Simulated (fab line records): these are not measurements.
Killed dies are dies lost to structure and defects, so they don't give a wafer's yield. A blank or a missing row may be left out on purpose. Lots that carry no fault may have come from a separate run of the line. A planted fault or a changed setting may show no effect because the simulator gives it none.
Matching of chambers    flow gf180mcu    GF_SAB_ETCH_11 on rie-diel-04: 4 sister chambers
The step etches SiO2 in C4F8/O2/Ar, target depth 55 nm, time 8.5 s. 14 wafers are shown with their chamber, then 7 later ones without.

== WAFERS, EACH WITH ITS CHAMBER ==
wafer   chamber  oes-product-au (a.u.)
L204.2  0        0.990
L204.3  3        0.996
L204.4  2        0.991
L205.2  1        0.998
L205.5  3        0.980
L205.6  2        0.990
L208.1  0        0.993
L208.2  3        0.995
L208.4  2        0.998
L210.2  3        0.998
L210.3  1        1.001
L210.5  3        0.991
L211.1  0        1.003
L211.2  3        1.002

SIGNATURES, as means of the wafers listed above
reading         chamber 0  chamber 1  chamber 2  chamber 3  scatter within a chamber
oes-product-au  0.99533    0.99950    0.99300    0.99367    0.00652
Rule: a wafer's distance from a chamber is the root of the sum, over the readings, of the square of ((its reading less the chamber's mean) divided by the reading's scatter). If the next closest chamber is less than 2 further off than the closest, the wafer can't be placed; otherwise it belongs to the closest. The scatter is the square root of a quotient: the sum, over the shown wafers, of each reading's squared deviation from its chamber's mean, divided by wafers minus chambers.

== WAFERS WITHOUT THEIR CHAMBER ==
wafer   oes-product-au (a.u.)
L211.5  1.002
L216.4  1.008
L216.5  0.996
L216.6  1.009
L222.2  1.001
L222.3  0.997
L222.5  0.995

== THE CHAMBER EACH PASSED THROUGH ==
wafer   from the rows above                in truth
L211.5  can't be placed: 1 or 0 or 3 or 2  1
L216.4  can't be placed: 1 or 0 or 3 or 2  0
L216.5  can't be placed: 0 or 3 or 2 or 1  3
L216.6  can't be placed: 1 or 0 or 3 or 2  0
L222.2  can't be placed: 1 or 0 or 3 or 2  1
L222.3  can't be placed: 0 or 1 or 3 or 2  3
L222.5  can't be placed: 0 or 3 or 2 or 1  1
0 of 7 placed correctly. Unplaceable from these rows: 7, with the true chamber sitting among the candidates in 7. Wrongly placed: 0.
